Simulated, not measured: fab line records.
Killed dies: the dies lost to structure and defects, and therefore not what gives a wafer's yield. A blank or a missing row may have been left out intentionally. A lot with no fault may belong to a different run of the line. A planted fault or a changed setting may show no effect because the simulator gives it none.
Which of the tools did it?    flow gf180mcu    Sampling: 12 lots, 36 wafers, 5 of 602 route steps

== WHAT THE GAUGES SHOWED, per wafer ==
GF_M1_RS_MEAS_05: measures by four-point-probe. Usual: for M1_ALCU_RS the level is 0.0692 ohm/sq and the standard deviation is 0.001.
lot   measured      on             M1_ALCU_RS (ohm/sq)                        flag
L675  day 16 17:17  film metro-03  0.0688 0.0675 0.0686                       
L674  day 16 20:03  film metro-01  0.0681 0.0707 0.0704                       
L672  day 16 23:34  film metro-01  0.0709 0.0713 0.0710                       
L676  day 17 02:14  film metro-04  0.0681 0.0680 0.0683                       
L678  day 17 14:47  film metro-04  0.0687 0.0682 0.0684                       
L680  day 18 03:35  film metro-03  0.0694 0.0701 0.0692                       
L685  day 20 04:06  film metro-04  0.0685 0.0672 0.0672 0.0684 0.0673 0.0673  
L690  day 22 01:49  film metro-04  0.0695 0.0691 0.0689                       
L691  day 22 06:15  film metro-03  0.0704 0.0695 0.0703                       
L693  day 23 01:16  film metro-04  0.0689 0.0705 0.0702                       
L694  day 23 10:47  film metro-01  0.0692 0.0697 0.0690                       
L695  day 23 16:36  film metro-04  0.0700 0.0686 0.0691                       

GF_M2_OVL_MEAS_15. Usual: for M2_OVL the level is -2 nm and the standard deviation is 5.1.
lot   measured      on          M2_OVL (nm)  flag
L675  day 19 23:36  overlay-01  -13 -9 -20   
L674  day 20 02:57  overlay-02  2 9 7        
L672  day 20 05:07  overlay-01  2 -2 -3      
L676  day 20 08:15  overlay-02  1 0 -2       
L678  day 20 18:46  overlay-02  -3 4 4       
L680  day 21 06:28  overlay-02  2 5 2        
L685  day 23 02:27  overlay-02  7 2 -6       
L690  day 25 00:36  overlay-02  -5 -12 -10   
L691  day 25 04:40  overlay-01  0 -1 -4      
L693  day 25 21:46  overlay-01  -15 1 0      
L694  day 26 08:25  overlay-01  -7 -6 -6     
L695  day 26 12:28  overlay-02  -9 -12 -15   

== TOOL THAT RAN EACH LOT (tool first, then ch and the chambers of the sampled wafers, then the start) ==
lot   GF_CONTACT_CMP_04              GF_M1_SPUTTER_00              GF_V1_SPUTTER_22
L675  cmp-01 ch 1,3, day 15 16:10    pvd sputter-04, day 16 17:04  pvd sputter-01, day 18 21:19
L674  cmp-01 ch 0,2, day 15 18:33    pvd sputter-03, day 16 19:49  pvd sputter-01, day 19 00:49
L672  cmp-01 ch 0,1,3, day 15 21:50  pvd sputter-03, day 16 23:21  pvd sputter-04, day 19 03:13
L676  cmp-01 ch 0,1,3, day 16 01:00  pvd sputter-04, day 17 02:01  pvd sputter-01, day 19 06:25
L678  cmp-01 ch 0,2,3, day 16 12:44  pvd sputter-04, day 17 14:32  pvd sputter-01, day 19 18:58
L680  cmp-02 ch 0,1, day 17 01:07    pvd sputter-01, day 18 03:22  pvd sputter-04, day 20 07:23
L685  cmp-02 ch 0,1,2, day 19 01:08  pvd sputter-04, day 20 03:53  pvd sputter-04, day 22 03:22
L690  cmp-01 ch 0,1,3, day 21 01:35  pvd sputter-01, day 22 01:36  pvd sputter-02, day 24 00:52
L691  cmp-01 ch 0,2,3, day 21 06:20  pvd sputter-01, day 22 06:02  pvd sputter-02, day 24 05:52
L693  cmp-01 ch 0,1,2, day 22 00:41  pvd sputter-01, day 23 01:02  pvd sputter-02, day 24 22:58
L694  cmp-01 ch 0,3, day 22 10:29    pvd sputter-03, day 23 10:32  pvd sputter-02, day 25 09:19
L695  cmp-01 ch 0,2, day 22 16:29    pvd sputter-03, day 23 16:20  pvd sputter-01, day 25 14:04
- GF_CONTACT_CMP_04: polishes SiO2.
- GF_M1_SPUTTER_00: material Ti, target thk 37.5 nm, time 150 s.
- GF_V1_SPUTTER_22: material TiN, target thk 10 nm, time 40 s.

== AS READ BY THE TOOLS THEMSELVES (means over the sampled wafers that have a number; for cases with no such wafer, the mark the record gives instead) ==
GF_CONTACT_CMP_04. Usual: motor current A 12.3 A, standard deviation 1.1; retaining ring pressure frac 1.000, standard deviation 0.0043; time to endpoint s 108 s, standard deviation 7.3.
lot   tool    motor current A (A)  retaining ring pressure frac  time to endpoint s (s)  flag
L675  cmp-01  12.3                 0.998                         98                      
L674  cmp-01  12.1                 0.998                         100                     
L672  cmp-01  12.2                 0.998                         110                     
L676  cmp-01  12.2                 1.000                         111                     
L678  cmp-01  11.3                 1.002                         106                     
L680  cmp-02  12.6                 0.998                         107                     
L685  cmp-02  12.3                 1.000                         105                     
L690  cmp-01  12.5                 1.002                         116                     
L691  cmp-01  11.4                 0.996                         112                     
L693  cmp-01  12.3                 1.001                         109                     
L694  cmp-01  12.1                 0.998                         117                     
L695  cmp-01  11.9                 0.999                         104                     

GF_M1_SPUTTER_00. Usual: 30.9 % for throttle valve pct, sd 1.1.
lot   tool            throttle valve pct (%)  flag
L675  pvd sputter-04  31.8                    
L674  pvd sputter-03  29.5                    
L672  pvd sputter-03  31.0                    
L676  pvd sputter-04  30.1                    
L678  pvd sputter-04  30.0                    
L680  pvd sputter-01  31.1                    
L685  pvd sputter-04  29.8                    
L690  pvd sputter-01  31.3                    
L691  pvd sputter-01  31.2                    
L693  pvd sputter-01  31.3                    
L694  pvd sputter-03  30.2                    
L695  pvd sputter-03  31.5                    

GF_V1_SPUTTER_22. Usual: 30.7 % for throttle valve pct, sd 0.97.
lot   tool            throttle valve pct (%)  flag
L675  pvd sputter-01  31.6                    
L674  pvd sputter-01  31.3                    
L672  pvd sputter-04  31.3                    
L676  pvd sputter-01  31.4                    
L678  pvd sputter-01  31.6                    
L680  pvd sputter-04  31.2                    
L685  pvd sputter-04  30.6                    
L690  pvd sputter-02  29.6                    
L691  pvd sputter-02  30.0                    
L693  pvd sputter-02  29.9                    
L694  pvd sputter-02  29.7                    
L695  pvd sputter-01  31.2                    

== THE ANSWER, worked out from the rows above alone ==
Rule: a lot counts as off when the mean over its wafers that have a number is more than 3 standard deviations away from the usual mean. A lot without any number at a reading at which 4 lots or more have one is off too. Where the step has rows for the other lots, those lots are counted as sound. First the gauges in route order, then the tools' own readings, where a lot's mean is used as printed above. The first step at which some lot is off is used, and at that step the reading that is off furthest; a lot without a number counts as furthest.
No lot is off on any of the readings shown, so nothing can be concluded from this.

== WHAT THE SIMULATOR HAD INSERTED ==
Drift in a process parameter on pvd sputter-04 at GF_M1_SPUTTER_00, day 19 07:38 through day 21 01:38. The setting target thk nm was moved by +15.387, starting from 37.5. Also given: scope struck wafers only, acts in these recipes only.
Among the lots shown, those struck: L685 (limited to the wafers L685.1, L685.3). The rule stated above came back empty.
